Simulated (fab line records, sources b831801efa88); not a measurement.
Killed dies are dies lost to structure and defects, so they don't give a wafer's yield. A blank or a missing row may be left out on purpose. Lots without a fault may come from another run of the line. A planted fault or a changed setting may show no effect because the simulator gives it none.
Which tool did it? | flow sky130 | 15 lots, 45 wafers sampled, at 1 step of a route of 708

WHAT THE GAUGES READ, wafer by wafer
The record holds no reading of a measuring or inspecting step that can be judged against a usual standard deviation.

WHICH TOOL RAN EACH LOT (tool, then ch and the chambers of the sampled wafers, then the start)
lot  | SKY_GATE_OXIDE_DEVELOP_09
L462 | litho_track-04 ch 0, day 14 13:56
L464 | litho_track-03 ch 0, day 15 04:54
L465 | litho_track-04 ch 0, day 15 17:03
L466 | litho_track-03 ch 0, day 15 22:01
L467 | litho_track-01 ch 0, day 16 03:34
L468 | litho_track-01 ch 0, day 16 08:36
L469 | litho_track-01 ch 0, day 16 16:04
L475 | litho_track-03 ch 0, day 19 07:00
L476 | litho_track-04, day 19 18:03
L478 | litho_track-04, day 19 23:14
L479 | litho_track-03, day 20 06:33
L480 | litho_track-04 ch 0, day 20 14:56
L481 | litho_track-03 ch 0, day 21 07:15
L482 | litho_track-04 ch 0, day 21 07:20
L484 | litho_track-04 ch 0, day 22 02:57
- SKY_GATE_OXIDE_DEVELOP_09: develop time 60 s.

WHAT THE TOOLS THEMSELVES READ (means of the sampled wafers that have a number; where no wafer has one, the mark that the record gives instead)
SKY_GATE_OXIDE_DEVELOP_09. Usual: chill_plate_temp_C 23.03 C, standard deviation 0.12.
lot  | tool           | chill_plate_temp_C (C) | flag
L462 | litho_track-04 | 22.89                  |
L464 | litho_track-03 | 23.05                  |
L465 | litho_track-04 | 23.20                  |
L466 | litho_track-03 | 22.99                  |
L467 | litho_track-01 | 22.94                  |
L468 | litho_track-01 | 22.94                  |
L469 | litho_track-01 | 22.92                  |
L475 | litho_track-03 | 23.15                  |
L476 | litho_track-04 | -                      | OFF
L478 | litho_track-04 | -                      | OFF
L479 | litho_track-03 | -                      | OFF
L480 | litho_track-04 | 23.01                  |
L481 | litho_track-03 | 23.19                  |
L482 | litho_track-04 | 23.07                  |
L484 | litho_track-04 | 23.19                  |

THE ANSWER, worked out from the rows above alone
Rule: a lot is off if the mean of its wafers that have a number lies more than 3 standard deviations from the usual mean. A lot without any number at a reading at which 4 lots or more have one is off too. The other lots that the step has rows for count as sound. The gauges are gone through in route order, then the tools' own readings, and for those a lot's mean is taken as printed above. The first step at which some lot is off is used, and at that step the reading that is off furthest; a lot without a number counts as furthest.
Off: L476, L478, L479, at SKY_GATE_OXIDE_DEVELOP_09 (chill_plate_temp_C). Without a number there: L476, L478, L479.
A tool fits if, at that step or a process step before it, it ran every lot that is off, and no sound lot after the first of them. None of those tried fits.

WHAT THE SIMULATOR HAD PUT IN
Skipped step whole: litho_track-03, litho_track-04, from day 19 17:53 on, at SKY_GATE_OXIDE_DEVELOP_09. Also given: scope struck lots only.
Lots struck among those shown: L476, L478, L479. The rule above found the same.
